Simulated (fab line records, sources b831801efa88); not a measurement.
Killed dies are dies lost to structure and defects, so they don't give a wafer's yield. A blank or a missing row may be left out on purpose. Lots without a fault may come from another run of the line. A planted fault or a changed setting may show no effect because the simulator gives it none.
fab line records | flow sky130
record lots=5 wafers=15 last_day=50
route steps=708 shown VT_ADJUST_PCH@146 SONOS_TUNNEL@154 SONOS_ONO@168 GATE_OXIDE@187
lots that met no fault: from a run of the same line without faults
start_h: hours from the record's first day to the start of the lot's first wafer shown | wait_h: hours since the lot's step before | " the same as in the row above | L1.1+2: a row that stands for several wafers | - no value, or no start given | * or withheld: withheld | < > ~ a bound
route shown NAME@n: a module of which the file shows steps, and the number in the route of the first | usual: mean/standard deviation of fault-free wafers | same: alike in all rows | chamber/n: place in a boat | sites: the reading at each site | _std_site: their standard deviation | _edge_site: outer sites' mean less inner sites' | radius_mm: how far each site lies from the wafer's centre | mask NAME#n: copy n | behind: the tool/chamber that last shaped the wafer | hold: why the lot was held/for how many hours/how that ended | device: the transistor (n, p or np) that didn't switch | end of line: the same wafers' tests at the end of the route | a step without rows: its recipe alone | killed: dies lost to structure and defects at the first sort, not the wafer's yield | map: a wafer's dies, x killed, . not, _ none there
set.NAME: the setting as run; set.NAME@STEP: as run at that earlier step | model.NAME: the simulator's own value behind a step, which no gauge read
lots at some steps of the route; a table a step, a row a wafer
services: from which hour (start_h, from the record's first day; less than 0 if before it) a tool's chamber was out of use, for how many hours, and why
## steps
# step SKY_VT_ADJUST_PCH_SOFTBAKE_03
# recipe temp_c=110 time_s=withheld
# usual plate_temp_C=109.97/0.12
# columns lot.wafer tool chamber start_h wait_h plate_temp_C
L075.2 litho_track-04 0 218.81 0.1 109.91
L075.3 " 0 " " 109.76
L075.5 " 0 " " 109.86
L080.1 litho_track-04 0 260.38 0.1 109.78
L080.5 " 0 " " 110.01
L080.6 " 0 " " 110.01
L089.1 litho_track-04 0 327.98 0.1 109.93
L089.5 " 0 " " 110.05
L089.6 " 0 " " 110.05
L090.1 litho_track-04 0 337.18 0.1 109.87
L090.4 " 0 " " 110.07
L090.5 " 0 " " 109.81
L097.1 litho_track-04 0 386.28 0.1 109.98
L097.3 " 0 " " 109.95
L097.4 " 0 " " 110.03
# step SKY_VT_ADJUST_PCH_EXPOSE_04
# recipe mask_id=NWM na=0.6 source_shape=conventional sigma_outer=0.6 polarization=unpolarized target_cd_nm=840 dose_mj=255
# columns lot.wafer tool chamber start_h wait_h mask
L075.2+3+5 iline_stepper-01 0 - - NWM#0
L080.1+5+6 iline_stepper-01 0 - - NWM#0
L089.1+5+6 iline_stepper-01 0 - - NWM#0
L090.1+4+5 iline_stepper-01 0 - - NWM#0
L097.1+3+4 iline_stepper-01 0 - - NWM#0
# step SKY_VT_ADJUST_PCH_PEB_05
# recipe temp_c=115 time_s=withheld
# usual plate_temp_C=114.96/0.13
# columns lot.wafer tool chamber start_h wait_h plate_temp_C
L075.2 litho_track-02 0 - - 115.05
L075.3 " 0 " " 115.02
L075.5 " 0 " " 115.00
L080.1 litho_track-02 0 - - 115.02
L080.5 " 0 " " 114.80
L080.6 " 0 " " 114.62
L089.1 litho_track-02 0 - - 114.82
L089.5 " 0 " " 114.94
L089.6 " 0 " " 115.07
L090.1 litho_track-01 0 - - 114.58
L090.4 " 0 " " 114.99
L090.5 " 0 " " 114.90
L097.1 litho_track-02 0 - - 114.91
L097.3 " 0 " " 114.93
L097.4 " 0 " " 114.82
# step SKY_VT_ADJUST_PCH_DEVELOP_06
# recipe wall_angle_deg=90 developer=TMAH develop_time_s=60 dev_temp_c=23
# columns lot.wafer tool chamber start_h wait_h
L075.2+3+5 litho_track-02 0 - -
L080.1+5+6 litho_track-02 0 - -
L089.1+5+6 litho_track-02 0 - -
L090.1+4+5 litho_track-01 0 - -
L097.1+3+4 litho_track-02 0 - -
# step SKY_VT_ADJUST_PCH_OVL_MEAS_07
# usual VT_ADJUST_PCH_OVL=-1.2/1.5
# columns lot.wafer tool chamber start_h wait_h VT_ADJUST_PCH_OVL[nm]
L075.2 overlay-01 - 230.22 - -1.2
L075.3 " - " " -2.9
L075.5 " - " " -0.6
L080.1 overlay-01 - 272.91 - -0.4
L080.5 " - " " -0.7
L080.6 " - " " 0.9
L089.1 overlay-01 - 341.66 - -2.0
L089.5 " - " " -1.9
L089.6 " - " " -1.1
L090.1 overlay-01 - 349.80 - 0.0
L090.4 " - " " 0.1
L090.5 " - " " -0.9
L097.1 overlay-01 - 401.01 - -0.3
L097.3 " - " " 0.0
L097.4 " - " " -2.3
# step SKY_VT_ADJUST_PCH_IMPLANT_08
# recipe species=B energy_kev=10 dose_cm2=5e+11 tilt_deg=withheld
# columns lot.wafer tool chamber start_h wait_h
L075.2+3+5 implanter-01 0 230.27 0.0
L080.1+5+6 implanter-01 0 272.95 0.0
L089.1+5+6 implanter-01 0 341.69 0.0
L090.1+4+5 implanter-02 0 349.83 0.0
L097.1+3+4 implanter-01 0 401.04 0.0
# step SKY_VT_ADJUST_PCH_STRIP_09
# recipe chemistry=O2/N2 power_w=1400 pressure_mtorr=1500 platen_temp_c=withheld o2_flow_sccm=3000 n2_flow_sccm=300 overash_fraction=0.5
# usual drypump_motor_current_A=5.8/0.49 oes_product_au=0.723/0.0045 strip_time_to_endpoint_s=36.93/0.14
# columns lot.wafer tool chamber start_h wait_h drypump_motor_current_A oes_product_au rf_hours_counter_h strip_time_to_endpoint_s
L075.2 plasma_asher-01 1 230.40 0.1 6.3 0.720 41 36.73
L075.3 " 0 " " 5.2 0.725 - 36.76
L075.5 " 1 " " 6.3 0.717 - 36.79
L080.1 plasma_asher-04 0 273.10 0.1 4.9 0.725 15 36.82
L080.5 " 1 " " 6.2 0.722 - 36.75
L080.6 " 0 " " 4.9 0.723 - 36.89
L089.1 plasma_asher-04 0 341.84 0.1 4.9 0.721 22 37.07
L089.5 " 1 " " 6.2 0.725 - 36.97
L089.6 " 0 " " 4.9 0.725 - 37.06
L090.1 plasma_asher-01 0 349.98 0.1 5.2 0.727 53 37.07
L090.4 " 0 " " 5.2 0.716 - 36.93
L090.5 " 1 " " 6.3 0.723 - 36.95
L097.1 plasma_asher-02 1 401.19 0.1 5.8 0.716 71 37.00
L097.3 " 1 " " 5.8 0.722 - 36.89
L097.4 " 0 " " 6.0 0.714 - 37.06
# step SKY_VT_ADJUST_PCH_TW_MEAS_10
# usual VT_ADJUST_PCH_TW=142.8/0.98
# columns lot.wafer tool chamber start_h wait_h VT_ADJUST_PCH_TW
L075.2 film_metro-02 - 230.51 0.1 143.8
L075.3 " - " " 142.9
L075.5 " - " " 143.3
L080.1 film_metro-02 - 273.20 0.1 143.5
L080.5 " - " " 144.0
L080.6 " - " " 144.2
L089.1 film_metro-02 - 341.94 0.1 143.5
L089.5 " - " " 144.5
L089.6 " - " " 143.7
L090.1 film_metro-02 - 350.08 0.1 144.8
L090.4 " - " " 143.7
L090.5 " - " " 143.9
L097.1 film_metro-01 - 401.29 0.1 142.0
L097.3 " - " " 142.4
L097.4 " - " " 142.9
# step SKY_SONOS_TUNNEL_DEHYDRATE_00
# recipe temp_c=200 time_s=60
# usual plate_temp_C=199.99/0.17
# columns lot.wafer tool chamber start_h wait_h plate_temp_C
L075.2 litho_track-03 0 241.46 10.9 200.05
L075.3 " 0 " " 199.82
L075.5 " 0 " " 199.82
L080.1 litho_track-02 0 284.81 11.6 200.01
L080.5 " 0 " " 199.93
L080.6 " 0 " " 200.08
L089.1 litho_track-02 0 354.01 12.1 199.98
L089.5 " 0 " " 200.08
L089.6 " 0 " " 200.20
L090.1 litho_track-02 0 362.61 12.5 199.76
L090.4 " 0 " " 199.76
L090.5 " 0 " " 199.75
L097.1 litho_track-01 0 415.85 14.5 199.95
L097.3 " 0 " " 200.24
L097.4 " 0 " " 200.15
# step SKY_SONOS_TUNNEL_HMDS_01
# recipe prime_time_s=60 prime_temp_c=120
# columns lot.wafer tool chamber start_h wait_h
L075.2+3+5 litho_track-03 0 241.61 0.1
L080.1+5+6 litho_track-02 0 284.96 0.1
L089.1+5+6 litho_track-02 0 354.16 0.1
L090.1+4+5 litho_track-02 0 362.76 0.1
L097.1+3+4 litho_track-01 0 416.00 0.1
# step SKY_SONOS_TUNNEL_COAT_02
# recipe resist=NOVOLAK spin_rpm=3000 resist_thk_nm=1140
# columns lot.wafer tool chamber start_h wait_h
L075.2+3+5 litho_track-03 0 241.76 0.1
L080.1+5+6 litho_track-02 0 285.11 0.1
L089.1+5+6 litho_track-02 0 354.31 0.1
L090.1+4+5 litho_track-02 0 362.91 0.1
L097.1+3+4 litho_track-01 0 416.15 0.1
# step SKY_SONOS_TUNNEL_SOFTBAKE_03
# recipe temp_c=90 time_s=60 resist=NOVOLAK
# usual plate_temp_C=89.99/0.11
# columns lot.wafer tool chamber start_h wait_h plate_temp_C
L075.2 litho_track-03 0 241.91 0.1 90.01
L075.3 " 0 " " 89.94
L075.5 " 0 " " 90.01
L080.1 litho_track-02 0 285.26 0.1 90.07
L080.5 " 0 " " 89.93
L080.6 " 0 " " 89.96
L089.1 litho_track-02 0 354.46 0.1 90.07
L089.5 " 0 " " 89.95
L089.6 " 0 " " 90.12
L090.1 litho_track-02 0 363.06 0.1 90.18
L090.4 " 0 " " 90.09
L090.5 " 0 " " 89.90
L097.1 litho_track-01 0 416.30 0.1 90.09
L097.3 " 0 " " 90.18
L097.4 " 0 " " 90.00
# step SKY_SONOS_TUNNEL_EXPOSE_04
# recipe mask_id=TUNM na=0.6 source_shape=conventional sigma_outer=0.6 polarization=unpolarized target_cd_nm=410 dose_mj=136
# columns lot.wafer tool chamber start_h wait_h mask
L075.2+3+5 iline_stepper-02 0 - - TUNM#0
L080.1+5+6 iline_stepper-02 0 - - TUNM#0
L089.1+5+6 iline_stepper-01 0 - - TUNM#0
L090.1+4+5 iline_stepper-02 0 - - TUNM#0
L097.1+3+4 iline_stepper-01 0 - - TUNM#0
# step SKY_SONOS_TUNNEL_PEB_05
# recipe temp_c=withheld time_s=* resist=NOVOLAK
# columns lot.wafer tool chamber start_h wait_h
L075.2+3+5 litho_track-03 0 - -
L080.1+5+6 litho_track-01 0 - -
L089.1+5+6 litho_track-01 0 - -
L090.1+4+5 litho_track-01 0 - -
L097.1+3+4 litho_track-03 0 - -
# step SKY_SONOS_TUNNEL_DEVELOP_06
# recipe resist=NOVOLAK developer=TMAH develop_time_s=60 dev_temp_c=23
# columns lot.wafer tool chamber start_h wait_h
L075.2+3+5 litho_track-03 0 253.71 0.1
L080.1+5+6 litho_track-01 0 297.20 0.1
L089.1+5+6 litho_track-01 0 368.15 0.1
L090.1+4+5 litho_track-01 0 377.30 0.1
L097.1+3+4 litho_track-03 0 431.23 0.1
# step SKY_SONOS_TUNNEL_CD_MEAS_07
# recipe target_cd_nm=410
# usual cd_nm=410.7/2.3
# columns lot.wafer tool chamber start_h wait_h cd_nm
L075.2 cd_sem-02 - 253.85 0.1 412.4
L075.3 " - " " 411.5
L075.5 " - " " 412.0
L080.1 cd_sem-02 - 297.35 0.1 409.7
L080.5 " - " " 407.0
L080.6 " - " " 407.7
L089.1 cd_sem-01 - 368.33 0.2 408.5
L089.5 " - " " 408.8
L089.6 " - " " 408.6
L090.1 cd_sem-01 - 377.45 0.1 412.5
L090.4 " - " " 410.0
L090.5 " - " " 413.1
L097.1 cd_sem-01 - 431.38 0.1 408.2
L097.3 " - " " 409.5
L097.4 " - " " 408.1
# step SKY_SONOS_TUNNEL_OVL_MEAS_08
# usual SONOS_TUNNEL_OVL=-0.3/1.2
# columns lot.wafer tool chamber start_h wait_h SONOS_TUNNEL_OVL[nm]
L075.2 overlay-01 - 253.96 0.1 -0.6
L075.3 " - " " -0.5
L075.5 " - " " -0.2
L080.1 overlay-01 - 297.47 0.1 -1.5
L080.5 " - " " 0.6
L080.6 " - " " -0.6
L089.1 overlay-01 - 368.45 0.1 3.1
L089.5 " - " " 1.5
L089.6 " - " " 0.7
L090.1 overlay-01 - 377.57 0.1 -2.3
L090.4 " - " " -1.6
L090.5 " - " " -0.3
L097.1 overlay-02 - 431.50 0.1 -1.9
L097.3 " - " " 0.9
L097.4 " - " " -0.2
# step SKY_SONOS_TUNNEL_IMPLANT_09
# recipe species=B energy_kev=20 dose_cm2=1e+12 tilt_deg=withheld
# columns lot.wafer tool chamber start_h wait_h
L075.2+3+5 implanter-03 0 254.02 0.0
L080.1+5+6 implanter-04 0 297.50 0.0
L089.1+5+6 implanter-03 0 368.48 0.0
L090.1+4+5 implanter-02 0 377.60 0.0
L097.1+3+4 implanter-02 0 431.54 0.0
# step SKY_SONOS_TUNNEL_WET_ETCH_10
# recipe chemistry=dHF target_depth_nm=14 target=SiO2 dilution=100:1 temp_c=25 time_s=280
# columns lot.wafer tool chamber start_h wait_h
L075.2+3+5 wet_bench-01 2 254.14 0.1
L080.1+5+6 wet_bench-03 1 297.65 0.1
L089.1+5+6 wet_bench-02 3 368.63 0.1
L090.1+4+5 wet_bench-01 3 377.75 0.1
L097.1+3+4 wet_bench-01 3 431.69 0.1
# step SKY_SONOS_TUNNEL_STRIP_11
# recipe chemistry=SPM time_s=600 temp_c=130
# usual bath_guard_temp_C=130.2/0.57
# columns lot.wafer tool chamber start_h wait_h bath_guard_temp_C
L075.2 wet_bench-03 2 254.23 0.0 129.1
L075.3 " 2 " " 129.5
L075.5 " 2 " " 129.6
L080.1 wet_bench-01 0 297.74 0.0 130.8
L080.5 " 0 " " 130.6
L080.6 " 0 " " 130.9
L089.1 wet_bench-01 3 368.73 0.0 130.6
L089.5 " 3 " " 130.3
L089.6 " 3 " " 130.2
L090.1 wet_bench-02 3 377.85 0.0 130.7
L090.4 " 3 " " 130.4
L090.5 " 3 " " 130.2
L097.1 wet_bench-03 2 431.78 0.0 129.5
L097.3 " 2 " " 129.4
L097.4 " 2 " " 129.6
# step SKY_SONOS_TUNNEL_TW_MEAS_12
# usual SONOS_TUNNEL_TW=198.0/1.4
# columns lot.wafer tool chamber start_h wait_h SONOS_TUNNEL_TW
L075.2 film_metro-04 - 254.42 0.0 198.3
L075.3 " - " " 198.0
L075.5 " - " " 198.0
L080.1 film_metro-02 - 297.93 0.0 197.8
L080.5 " - " " 198.3
L080.6 " - " " 199.1
L089.1 film_metro-04 - 368.90 0.0 199.2
L089.5 " - " " 197.9
L089.6 " - " " 199.0
L090.1 film_metro-04 - 378.06 0.0 198.9
L090.4 " - " " 199.0
L090.5 " - " " 199.3
L097.1 film_metro-01 - 431.95 0.0 196.9
L097.3 " - " " 197.2
L097.4 " - " " 196.8
# step SKY_SONOS_TUNNEL_CLEAN_13
# recipe chemistry=dHF time_s=20 dilution=100:1 dry=ipa_marangoni
# columns lot.wafer tool chamber start_h wait_h
L075.2+3+5 wet_bench-02 0 254.47 0.0
L080.1+5+6 wet_bench-02 3 297.99 0.1
L089.1+5+6 wet_bench-03 0 368.96 0.1
L090.1+4+5 wet_bench-01 1 378.12 0.1
L097.1+3+4 wet_bench-01 0 432.01 0.1
# step SKY_SONOS_ONO_OXIDATION_00
# recipe temp_c=800 ambient=O2 idle_temp_c=700 ramp_up_c_per_min=10 ramp_down_c_per_min=3 stabilise_s=600 purge_s=300 target_thk_a=26 ox_time_s=1249
# usual ox_temp_c=800.0/0.34 ox_temp_c_max=804.3/1.3
# columns lot.wafer tool chamber start_h wait_h ox_temp_c ox_temp_c_max
L075.2 furnace-01 0 255.42 0.9 799.8 803.2
L075.3 " 0 " " 800.6 803.1
L075.5 " 0 " " 799.6 802.8
L080.1 furnace-01 0 298.03 0.0 800.6 803.4
L080.5 " 0 " " 800.1 804.2
L080.6 " 0 " " 800.6 803.0
L089.1 furnace-02 0 369.31 0.3 800.2 806.1
L089.5 " 0 " " 799.5 804.6
L089.6 " 0 " " 799.7 806.2
L090.1 furnace-02 0 378.84 0.7 800.5 806.7
L090.4 " 0 " " 800.0 805.6
L090.5 " 0 " " 799.9 805.5
L097.1 furnace-02 0 432.77 0.7 800.2 806.2
L097.3 " 0 " " 800.1 806.3
L097.4 " 0 " " 799.7 804.8
# step SKY_SONOS_ONO_THK_MEAS_01
# recipe reads=SiO2_of_SONOS_ONO_OXIDATION_00
# usual SONOS_ONO_OXIDATION_THK=2.62/0.053
# columns lot.wafer tool chamber start_h wait_h SONOS_ONO_OXIDATION_THK[nm]
L075.2 film_metro-01 - 256.78 0.0 2.62
L075.3 " - " " 2.63
L075.5 " - " " 2.71
L080.1 film_metro-01 - 299.37 0.0 2.71
L080.5 " - " " 2.61
L080.6 " - " " 2.64
L089.1 film_metro-04 - 370.66 0.0 2.71
L089.5 " - " " 2.69
L089.6 " - " " 2.69
L090.1 film_metro-01 - 380.18 0.0 2.65
L090.4 " - " " 2.69
L090.5 " - " " 2.67
L097.1 film_metro-03 - 434.12 0.0 2.63
L097.3 " - " " 2.59
L097.4 " - " " 2.61
# step SKY_SONOS_ONO_CVD_02
# recipe material=Si3N4 precursor=DCS/NH3 target_thk_nm=10.5 temp_c=770 time_s=180 pressure_mtorr=250
# columns lot.wafer tool chamber start_h wait_h
L075.2+3+5 lpcvd-02 0 256.83 0.0
L080.1+5+6 lpcvd-02 1 301.52 2.1
L089.1+5+6 lpcvd-02 0 370.74 0.1
L090.1+4+5 lpcvd-02 1 380.24 0.1
L097.1+3+4 lpcvd-02 0 434.18 0.1
# step SKY_SONOS_ONO_THK_MEAS_03
# recipe reads=Si3N4_of_SONOS_ONO_CVD_02
# usual SONOS_ONO_CVD_02_THK=10.49/0.16
# columns lot.wafer tool chamber start_h wait_h SONOS_ONO_CVD_02_THK[nm]
L075.2 film_metro-01 - 257.89 0.0 10.40
L075.3 " - " " 10.24
L075.5 " - " " 10.57
L080.1 film_metro-03 - 302.57 0.0 10.68
L080.5 " - " " 10.68
L080.6 " - " " 10.62
L089.1 film_metro-03 - 371.79 0.0 10.64
L089.5 " - " " 10.68
L089.6 " - " " 10.49
L090.1 film_metro-04 - 381.29 0.0 10.76
L090.4 " - " " 10.77
L090.5 " - " " 10.77
L097.1 film_metro-03 - 435.23 0.0 10.36
L097.3 " - " " 10.33
L097.4 " - " " 10.37
# step SKY_SONOS_ONO_CVD_04
# recipe material=SiO2 precursor=SiH4/N2O target_thk_nm=5.7199 temp_c=900 pressure_mtorr=400
# columns lot.wafer tool chamber start_h wait_h
L075.2+3+5 lpcvd-03 1 257.94 0.0
L080.1+5+6 lpcvd-03 0 302.63 0.1
L089.1+5+6 lpcvd-03 1 371.85 0.1
L090.1+4+5 lpcvd-03 1 381.35 0.1
L097.1+3+4 lpcvd-03 1 435.29 0.1
# step SKY_SONOS_ONO_THK_MEAS_05
# recipe reads=SiO2_of_SONOS_ONO_CVD_04
# usual SONOS_ONO_CVD_04_THK=5.79/0.12
# columns lot.wafer tool chamber start_h wait_h SONOS_ONO_CVD_04_THK[nm]
L075.2 film_metro-04 - 259.20 0.0 5.83
L075.3 " - " " 5.73
L075.5 " - " " 5.66
L080.1 film_metro-01 - 303.88 0.0 5.84
L080.5 " - " " 5.79
L080.6 " - " " 5.77
L089.1 film_metro-03 - 373.10 0.0 5.82
L089.5 " - " " 5.80
L089.6 " - " " 5.82
L090.1 film_metro-04 - 382.60 0.0 5.89
L090.4 " - " " 5.97
L090.5 " - " " 6.05
L097.1 film_metro-03 - 436.54 0.0 5.69
L097.3 " - " " 5.72
L097.4 " - " " 5.73
# step SKY_SONOS_ONO_DEHYDRATE_06
# recipe temp_c=200 time_s=60
# usual plate_temp_C=199.99/0.17
# columns lot.wafer tool chamber start_h wait_h plate_temp_C
L075.2 litho_track-04 0 270.80 11.6 200.27
L075.3 " 0 " " 199.88
L075.5 " 0 " " 199.96
L080.1 litho_track-04 0 316.08 12.2 200.11
L080.5 " 0 " " 199.98
L080.6 " 0 " " 200.03
L089.1 litho_track-03 0 386.38 13.3 200.40
L089.5 " 0 " " 200.22
L089.6 " 0 " " 200.02
L090.1 litho_track-01 0 396.85 14.2 199.75
L090.4 " 0 " " 199.85
L090.5 " 0 " " 200.05
L097.1 litho_track-03 0 450.63 14.1 199.83
L097.3 " 0 " " 200.16
L097.4 " 0 " " 199.94
# step SKY_SONOS_ONO_HMDS_07
# recipe prime_time_s=60 prime_temp_c=120
# columns lot.wafer tool chamber start_h wait_h
L075.2+3+5 litho_track-04 0 270.95 0.1
L080.1+5+6 litho_track-04 0 316.23 0.1
L089.1+5+6 litho_track-03 0 386.53 0.1
L090.1+4+5 litho_track-01 0 397.00 0.1
L097.1+3+4 litho_track-03 0 450.78 0.1
# step SKY_SONOS_ONO_COAT_08
# recipe resist=NOVOLAK spin_rpm=3000 resist_thk_nm=1140
# columns lot.wafer tool chamber start_h wait_h
L075.2+3+5 litho_track-04 0 271.10 0.1
L080.1+5+6 litho_track-04 0 316.38 0.1
L089.1+5+6 litho_track-03 0 386.68 0.1
L090.1+4+5 litho_track-01 0 397.15 0.1
L097.1+3+4 litho_track-03 0 450.93 0.1
# step SKY_SONOS_ONO_SOFTBAKE_09
# recipe temp_c=90 time_s=60 resist=NOVOLAK
# usual plate_temp_C=90.02/0.12
# columns lot.wafer tool chamber start_h wait_h plate_temp_C
L075.2 litho_track-04 0 271.25 0.1 90.08
L075.3 " 0 " " 90.08
L075.5 " 0 " " 89.96
L080.1 litho_track-04 0 316.53 0.1 90.06
L080.5 " 0 " " 90.19
L080.6 " 0 " " 90.10
L089.1 litho_track-03 0 386.83 0.1 89.94
L089.5 " 0 " " 90.22
L089.6 " 0 " " 90.06
L090.1 litho_track-01 0 397.30 0.1 89.90
L090.4 " 0 " " 90.04
L090.5 " 0 " " 89.89
L097.1 litho_track-03 0 451.08 0.1 90.15
L097.3 " 0 " " 90.12
L097.4 " 0 " " 90.02
# step SKY_SONOS_ONO_EXPOSE_10
# recipe mask_id=ONOM target_cd_nm=410 na=0.6 source_shape=conventional sigma_outer=0.6 dose_mj=150
# columns lot.wafer tool chamber start_h wait_h mask
L075.2+3+5 iline_stepper-02 0 - - ONOM#0
L080.1+5+6 iline_stepper-01 0 - - ONOM#0
L089.1+5+6 iline_stepper-01 0 - - ONOM#0
L090.1+4+5 iline_stepper-01 0 - - ONOM#0
L097.1+3+4 iline_stepper-02 0 - - ONOM#0
# step SKY_SONOS_ONO_PEB_11
# recipe temp_c=withheld time_s=* resist=NOVOLAK
# columns lot.wafer tool chamber start_h wait_h
L075.2+3+5 litho_track-03 0 - -
L080.1+5+6 litho_track-01 0 - -
L089.1+5+6 litho_track-01 0 - -
L090.1+4+5 litho_track-03 0 - -
L097.1+3+4 litho_track-01 0 - -
# step SKY_SONOS_ONO_DEVELOP_12
# recipe develop_time_s=60 dev_temp_c=23
# columns lot.wafer tool chamber start_h wait_h
L075.2+3+5 litho_track-03 0 283.21 0.1
L080.1+5+6 litho_track-01 0 329.20 0.1
L089.1+5+6 litho_track-01 0 401.60 0.1
L090.1+4+5 litho_track-03 0 411.78 0.1
L097.1+3+4 litho_track-01 0 466.85 0.1
# step SKY_SONOS_ONO_CD_MEAS_13
# recipe target_cd_nm=410
# usual cd_nm=410.8/1.8
# columns lot.wafer tool chamber start_h wait_h cd_nm
L075.2 cd_sem-01 - 283.35 0.1 411.9
L075.3 " - " " 411.6
L075.5 " - " " 409.9
L080.1 cd_sem-02 - 329.35 0.1 411.3
L080.5 " - " " 411.1
L080.6 " - " " 412.1
L089.1 cd_sem-02 - 401.75 0.1 412.6
L089.5 " - " " 408.5
L089.6 " - " " 410.6
L090.1 cd_sem-02 - 411.93 0.1 409.5
L090.4 " - " " 411.4
L090.5 " - " " 407.9
L097.1 cd_sem-01 - 467.00 0.1 407.5
L097.3 " - " " 407.5
L097.4 " - " " 404.8
# step SKY_SONOS_ONO_OVL_MEAS_14
# usual SONOS_ONO_OVL=-0.5/1.2
# columns lot.wafer tool chamber start_h wait_h SONOS_ONO_OVL[nm]
L075.2 overlay-01 - 283.46 0.1 -0.1
L075.3 " - " " 0.8
L075.5 " - " " 1.2
L080.1 overlay-01 - 329.47 0.1 -0.6
L080.5 " - " " 0.3
L080.6 " - " " 0.8
L089.1 overlay-01 - 401.87 0.1 -0.5
L089.5 " - " " -0.2
L089.6 " - " " 0.4
L090.1 overlay-01 - 412.05 0.1 -1.6
L090.4 " - " " 0.9
L090.5 " - " " 0.3
L097.1 overlay-02 - 467.12 0.1 -1.5
L097.3 " - " " 0.6
L097.4 " - " " -0.2
# step SKY_SONOS_ONO_ETCH_15
# recipe target_depth_nm=19.52 chemistry=CHF3/O2 source_w=600 bias_w=200 pressure_mtorr=40 chf3_flow_sccm=50 O2_flow_sccm=5 time_s=7.8
# usual drypump_motor_current_A=6.0/0.39 oes_product_au=1.002/0.0079 rf_fwd_power_W=588/3.6 throttle_valve_pct=8.825/0.0089
# columns lot.wafer tool chamber start_h wait_h drypump_motor_current_A oes_product_au rf_fwd_power_W rf_hours_counter_h throttle_valve_pct
L075.2 rie_diel-03 0 283.49 0.0 5.0 1.002 591 0 8.842
L075.3 " 2 " " 5.7 0.988 594 8 8.817
L075.5 " 0 " " 5.0 0.996 589 - 8.830
L080.1 rie_diel-01 3 329.50 0.0 6.4 1.010 583 3 8.811
L080.5 " 2 " " 5.6 1.000 588 - 8.828
L080.6 " 1 " " 6.0 1.002 592 - 8.815
L089.1 rie_diel-01 0 401.90 0.0 5.8 1.004 582 17 8.829
L089.5 " 0 " " 5.8 1.012 586 - 8.829
L089.6 " 3 " " 6.4 1.012 586 - 8.834
L090.1 rie_diel-02 0 412.09 0.0 6.3 1.020 588 9 8.813
L090.4 " 2 " " 5.9 1.013 584 22 8.816
L090.5 " 0 " " 6.3 1.019 592 - 8.810
L097.1 rie_diel-02 1 467.15 0.0 6.1 1.003 592 86 8.824
L097.3 " 3 " " 6.5 0.984 590 8 8.815
L097.4 " 2 " " 5.9 0.992 584 23 8.843
# step SKY_SONOS_ONO_WET_ETCH_16
# recipe chemistry=dHF target_depth_nm=14 dry=n2_spin target=SiO2 dilution=100:1 temp_c=25 time_s=280
# columns lot.wafer tool chamber start_h wait_h
L075.2+3+5 wet_bench-01 2 283.51 0.0
L080.1+5+6 wet_bench-01 1 329.52 0.0
L089.1+5+6 wet_bench-01 0 401.92 0.0
L090.1+4+5 wet_bench-04 3 412.11 0.0
L097.1+3+4 wet_bench-04 3 467.17 0.0
# step SKY_SONOS_ONO_STRIP_17
# recipe chemistry=O2/N2 power_w=1400 pressure_mtorr=1500 platen_temp_c=withheld o2_flow_sccm=3000 n2_flow_sccm=300 overash_fraction=0.5
# usual drypump_motor_current_A=5.6/0.62 oes_product_au=0.710/0.0042 strip_time_to_endpoint_s=14.12/0.041
# columns lot.wafer tool chamber start_h wait_h drypump_motor_current_A oes_product_au rf_hours_counter_h strip_time_to_endpoint_s
L075.2 plasma_asher-01 0 283.60 0.0 5.2 0.712 46 14.09
L075.3 " 1 " " 6.3 0.716 - 14.13
L075.5 " 1 " " 6.3 0.705 - 14.09
L080.1 plasma_asher-01 0 329.63 0.0 5.2 0.705 51 14.13
L080.5 " 1 " " 6.3 0.713 - 14.18
L080.6 " 0 " " 5.2 0.712 - 14.06
L089.1 plasma_asher-04 0 402.01 0.0 4.9 0.706 29 14.14
L089.5 " 0 " " 4.9 0.710 - 14.12
L089.6 " 1 " " 6.2 0.716 - 14.10
L090.1 plasma_asher-04 0 412.20 0.0 4.9 0.709 31 14.13
L090.4 " 0 " " 4.8 0.703 - 14.14
L090.5 " 1 " " 6.2 0.706 - 14.13
L097.1 plasma_asher-04 0 467.26 0.0 4.9 0.711 38 14.14
L097.3 " 0 " " 4.9 0.712 - 14.12
L097.4 " 1 " " 6.2 0.715 - 14.15
# step SKY_SONOS_ONO_WET_ETCH_18
# recipe chemistry=H3PO4 target_depth_nm=15 target=Si3N4 temp_c=160 time_s=172
# usual bath_guard_temp_C=160.2/0.62
# columns lot.wafer tool chamber start_h wait_h bath_guard_temp_C
L075.2 wet_bench-01 1 283.70 0.1 159.7
L075.3 " 1 " " 159.9
L075.5 " 1 " " 159.5
L080.1 wet_bench-03 2 329.73 0.1 159.5
L080.5 " 2 " " 159.2
L080.6 " 2 " " 159.3
L089.1 wet_bench-03 0 402.11 0.1 160.1
L089.5 " 0 " " 159.9
L089.6 " 0 " " 160.0
L090.1 wet_bench-01 1 412.30 0.1 160.1
L090.4 " 1 " " 160.2
L090.5 " 1 " " 160.1
L097.1 wet_bench-04 2 467.36 0.1 161.0
L097.3 " 2 " " 161.0
L097.4 " 2 " " 160.9
# step SKY_GATE_OXIDE_CLEAN_00
# recipe chemistry=SC1/SC2 mix=1:4:20 temp_c=70 time_s=150 dry=n2_spin
# usual bath_guard_temp_C=70.5/0.53
# columns lot.wafer tool chamber start_h wait_h bath_guard_temp_C
L075.2 wet_bench-04 1 283.75 0.0 70.8
L075.3 " 1 " " 70.5
L075.5 " 1 " " 70.8
L080.1 wet_bench-04 1 329.78 0.0 71.0
L080.5 " 1 " " 70.7
L080.6 " 1 " " 70.7
L089.1 wet_bench-01 3 402.17 0.0 70.3
L089.5 " 3 " " 70.6
L089.6 " 3 " " 70.4
L090.1 wet_bench-04 2 412.35 0.0 70.7
L090.4 " 2 " " 71.0
L090.5 " 2 " " 71.1
L097.1 wet_bench-01 2 467.42 0.0 70.8
L097.3 " 2 " " 71.0
L097.4 " 2 " " 71.0
## services
# columns tool chamber start_h hours kind
furnace-02 - 197.79 3.2 pm
implanter-02 - 199.77 0.8 repair
plasma_asher-01 - 210.35 4.4 repair
implanter-02 - 212.47 16.4 pm
implanter-01 - 220.34 1.6 repair
wet_bench-04 - 222.35 1.0 repair
plasma_asher-04 - 233.67 2.2 repair
implanter-01 - 240.66 24.4 pm
implanter-02 - 245.81 2.0 repair
iline_stepper-01 - 249.16 2.1 pm
iline_stepper-02 - 264.11 6.5 repair
implanter-01 - 285.30 1.8 repair
iline_stepper-01 - 295.26 1.7 pm
iline_stepper-02 - 322.53 8.9 pm
iline_stepper-01 - 342.47 8.0 repair
plasma_asher-01 - 366.47 4.3 pm
wet_bench-04 - 371.33 2.9 repair
plasma_asher-01 - 374.77 24.6 pm
wet_bench-03 - 377.04 4.6 repair
plasma_asher-01 - 399.42 15.6 pm
iline_stepper-02 - 399.67 1.7 pm
lpcvd-02 - 411.41 0.5 repair
iline_stepper-02 - 419.26 9.5 repair
implanter-01 - 459.96 3.3 pm
## key
fault none
